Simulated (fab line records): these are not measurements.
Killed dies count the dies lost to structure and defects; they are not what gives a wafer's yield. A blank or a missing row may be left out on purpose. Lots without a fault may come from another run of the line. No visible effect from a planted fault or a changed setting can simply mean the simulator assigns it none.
What tool caused it? ; flow gf180mcu ; 7 lots with 21 wafers sampled at 3 steps, on a route of 602 steps

== WHAT EACH GAUGE READ, for each wafer ==
GF_VT_IMPLANT_RS_MEAS_47: uses a four-point probe to measure.
lot;measured;on;NWELL_RS (ohm/sq)
L783;day 8 01:07;film metro-04;487.7 486.8 486.3
L785;day 8 14:36;film metro-04;489.8 489.2 491.2
L787;day 9 05:46;film metro-02;486.5 485.7 486.0
L796;day 11 20:03;film metro-01;487.3 488.5 488.5
L798;day 12 06:02;film metro-01;487.9 485.8 487.6
L801;day 13 01:48;film metro-01;487.4 488.1 487.0
L803;day 14 04:21;film metro-01;488.9 486.8 488.1

== TOOL THAT RAN EACH LOT (tool first, then ch and the chambers of the sampled wafers, then the start) ==
lot;GF_VT_IMPLANT_STRIP_31;GF_VT_IMPLANT_STRIP_42
L783;plasma asher-02 ch 0,1, day 7 09:37;plasma asher-04 ch 0,1, day 8 00:40
L785;plasma asher-02 ch 0,1, day 7 22:10;plasma asher-02 ch 0,1, day 8 14:10
L787;plasma asher-02 ch 0, day 8 11:55;plasma asher-03 ch 0,1, day 9 05:19
L796;plasma asher-04 ch 0,1, day 11 00:52;plasma asher-04 ch 0,1, day 11 19:37
L798;plasma asher-02 ch 0,1, day 11 10:57;plasma asher-02 ch 0,1, day 12 05:36
L801;plasma asher-03 ch 0,1, day 12 05:33;plasma asher-03 ch 0,1, day 13 01:21
L803;plasma asher-03 ch 0,1, day 13 07:52;plasma asher-04 ch 1, day 14 03:55
- GF_VT_IMPLANT_STRIP_31: strips in O2/N2.
- GF_VT_IMPLANT_STRIP_42: strips in O2/N2.

== THE ANSWER, worked out from the rows above alone ==
Rule: what is usual is taken from the lots themselves. Put in order of their means at a reading, lots are off if they are a third of the lots or fewer, leave a main group of 4 or more, and stand apart from it by a gap of 3 or more times the standard deviation of the main group's means; of several such gaps the widest counts. If all means in a main group match to the digits the tables above print for the reading, that group is not used. A lot without any number at a reading at which 4 lots or more have one is off too. All remaining lots with rows at the step are treated as sound.
No lot is off on any of the readings shown, so nothing can be concluded from this.

== WHAT WAS PUT IN BY THE SIMULATOR ==
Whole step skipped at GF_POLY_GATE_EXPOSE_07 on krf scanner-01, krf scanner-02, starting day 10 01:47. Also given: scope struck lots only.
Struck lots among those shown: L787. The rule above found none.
